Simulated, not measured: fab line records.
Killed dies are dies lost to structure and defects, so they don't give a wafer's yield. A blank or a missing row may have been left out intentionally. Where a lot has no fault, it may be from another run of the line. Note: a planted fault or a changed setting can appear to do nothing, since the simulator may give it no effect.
Code-filled problem report in 8D (eight disciplines) form    flow sky130    the parts of the form that need people (team, actions taken, sign-off) are left out

## 1. PROBLEM STATEMENT
At SKY_PAD_OPEN_PROBE_99, killed-at-contacts averages 67 over 6 wafers from 2 lots, while fault-free wafers read 25, standard deviation 4.8. That is +8.7 standard deviations from the usual mean.
First observed at day 48 15:27: wafer L160.2, on prober-02. The record holds 36 wafers of 12 lots with a number at this step. The rule behind "out" and "out of limits": a value lying over 4 standard deviations away from the usual mean. The other wafers with a number count as sound.

## 2. WHAT IT IS AND WHAT IT IS NOT
question                     is                      is not
which readings at this step  killed-at-contacts      killed_at_M0_to_M3, killed_at_M4_up, killed-at-front-end, killed-at-other, killed-open, killed-short
which lots                   L160, L162              L149, L150, L151, L153, L155, L156, L157, L158, L159, L171
which wafers of those lots   all that have a number  -
read on which tools          prober-02               prober-01
when                         from day 48 15:27       up to then (27 sound wafers); but 3 sound wafers of L171 came after

## 3. THE SUSPECTS, EACH WITH WHAT RULES IT OUT
Counting: a tool stays on the suspect list if, at a process step up to the reading, it processed all lots that are out and no sound lot following the first of them.
- plasma-asher-04 at SKY_CONTACT_STRIP_19 (strips in O2/N2): ruled out as a lasting fault. The sound lots L171 went through it after L160, its earliest lot that is out (day 35 09:16).
- prober-02 at SKY_PAD_OPEN_PROBE_99: kept. It processed each lot that is out, first L160 at day 48 15:27, and no sound lot thereafter; up to then, the last sound lot it processed was L158 at day 48 05:29. Its own readings are out on those wafers: killed-at-contacts.
After counting, what remains is prober-02 at SKY_PAD_OPEN_PROBE_99.

## 4. THE CAUSE (what the simulator had put in)
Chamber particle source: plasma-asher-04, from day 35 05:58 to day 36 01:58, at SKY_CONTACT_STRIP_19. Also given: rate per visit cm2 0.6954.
It was ruled out by counting, in error; the rule expects a fault to strike all lots run on its tool from its start on, and this fault did not.

## 5. SEQUENCE OF EFFECTS, ordered by route
Each row: a reading whose mean over the struck wafers that have a number lies more than 3 standard deviations from the usual. Scope: only readings with a usual standard deviation given in the record; hours: median across lots of the time from each lot's start at the first step in this table that gives one to its start at this step; sigmas: change in usual standard deviations.
hours  step                   reading             usual  on struck wafers  change  sigmas
0      SKY_PAD_OPEN_PROBE_99  killed-at-contacts  25     67                +42     +8.7
0      SKY_PAD_OPEN_PROBE_99  killed-dies         88     130               +42     +4.5
Process steps it contains:
- SKY_PAD_OPEN_PROBE_99

## 6. HOW IT WOULD HAVE BEEN CAUGHT EARLIER
In this record the first reading out of limits was taken at day 48 15:27, 321 hours after the fault began at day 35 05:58.
Tool readings at SKY_CONTACT_STRIP_19 with a usual standard deviation given in the record: none out on any struck wafer, hence no alarm at a limit of 4 standard deviations on them.
